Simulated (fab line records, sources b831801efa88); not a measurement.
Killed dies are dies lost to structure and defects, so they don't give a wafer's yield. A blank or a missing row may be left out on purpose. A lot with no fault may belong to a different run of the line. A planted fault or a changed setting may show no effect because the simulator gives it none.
A lot that was struck, set against a sound lot	flow sky130	15 out of 708 route steps
Sound: wafers L823.2, L823.4, L823.5. Wafers L818.2, L818.4, L818.6 were the ones struck. The cause is given at the end.
Each step with rows lists, per side, the tool, then ch with its chambers, then its first start. Under that, the readings that differ: sound wafers	struck wafers	difference of the means	sigmas: that difference in standard deviations of wafers without a fault.
alike: readings whose means differ by less than 2 such deviations, and words and numbers that are the same on both sides. not compared: withheld readings, readings that some wafer has no value for, bounds like >300 that may hide the same value, and numbers for which the record gives no deviation and whose values overlap.
The two part at a step that has a row with sigmas, a row that says differs or no value, or rows on one side only. Non-overlapping numbers with no deviation appear without sigmas and do not part them. A reading missing from all wafers of one side parts the sides only when that side holds two or more wafers.

SKY_POLY_CUT_ETCH_10: etches BARC in N2/H2, stops on SiO2, time 45.9 s, target depth 60 nm.
  sound on rie diel-02 ch 0,1,2, day 29 21:55; struck on rie diel-02 ch 0,1,2, day 27 19:35
  alike: drypump motor current A, oes product au, throttle valve pct
  not compared: rf hours counter h
SKY_POLY_CUT_ETCH_11: etches Si3N4 in CF4/CH2F2/Ar, stops on poly-Si, time 42.5 s, target depth 60 nm.
  sound on rie diel-02 ch 0,1,2, day 29 21:58; struck on rie diel-02 ch 0,1,2, day 27 19:38
  alike: drypump motor current A, oes product au, throttle valve pct
  not compared: rf hours counter h
SKY_POLY_CUT_STRIP_12: strips in O2/N2.
  sound on plasma asher-04 ch 0,1, day 29 22:00; struck on plasma asher-04 ch 1, day 27 19:40
  alike: drypump motor current A, oes product au, strip time to endpoint s
  not compared: rf hours counter h
then, 7 steps without rows for these wafers: SKY_SD_P_DEHYDRATE_00 (time 60 s); SKY_SD_P_HMDS_01 (prime time 60 s); SKY_SD_P_COAT_02 (resist thk 1140 nm); SKY_SD_P_SOFTBAKE_03 (time 60 s); SKY_SD_P_EXPOSE_04 (exposes mask PSDM, target cd 380 nm); SKY_SD_P_PEB_05; SKY_SD_P_DEVELOP_06 (develop time 60 s).
SKY_SD_P_CD_MEAS_07 targets a cd of 380 nm.
  sound on cd sem-01, day 31 01:37; struck on cd sem-01, day 28 23:58
  alike: cd nm
SKY_SD_P_OVL_MEAS_08:
  sound on overlay-02, day 31 01:44; struck on overlay-01, day 29 00:05
reading	sound	struck	difference	sigmas
SD_P_OVL (nm)	0.3 0.9 1.4	-2.9 -3.5 -3.4	-4.1	-3
SKY_SD_P_IMPLANT_09:
  sound on implanter-03 ch 0, day 31 01:47; struck on implanter-04 ch 0, day 29 00:08
reading	sound	struck	difference	sigmas
dose ions cm2	2.9957e+15 3.006e+15 3.0004e+15	3.0807e+15 3.0814e+15 3.0843e+15	+8.1433e+13	+33
  alike: faraday current uA
SKY_SD_P_STRIP_10: strips in O2/N2.
  sound on plasma asher-03 ch 0,1, day 31 01:55; struck on plasma asher-03 ch 0,1, day 29 00:16
reading	sound	struck	difference	sigmas
strip time to endpoint s (s)	17.52 17.51 17.46	17.59 17.65 17.63	+0.13	+3
  alike: drypump motor current A, oes product au
  not compared: rf hours counter h
-- a jump in the record: the struck wafers' starts before and after are 19 days apart (it breaks off in module SD_P and resumes in module PAD_OPEN, where the first step shown is number 708 of the route) --
SKY_PAD_OPEN_PROBE_99:
  sound on prober-02, day 49 16:10; struck on prober-01, day 48 09:51
  alike: killed_at_M0_to_M3, killed_at_M4_up, killed at contacts, killed at front end, killed at other, killed dies, killed open, killed short

== WHERE THEY PART ==
Last at SKY_SD_P_STRIP_10 as far as this record goes, first at SKY_SD_P_OVL_MEAS_08. Later steps at which nothing parts them and some readings are alike: SKY_PAD_OPEN_PROBE_99.

WHY: the cause the simulator had injected
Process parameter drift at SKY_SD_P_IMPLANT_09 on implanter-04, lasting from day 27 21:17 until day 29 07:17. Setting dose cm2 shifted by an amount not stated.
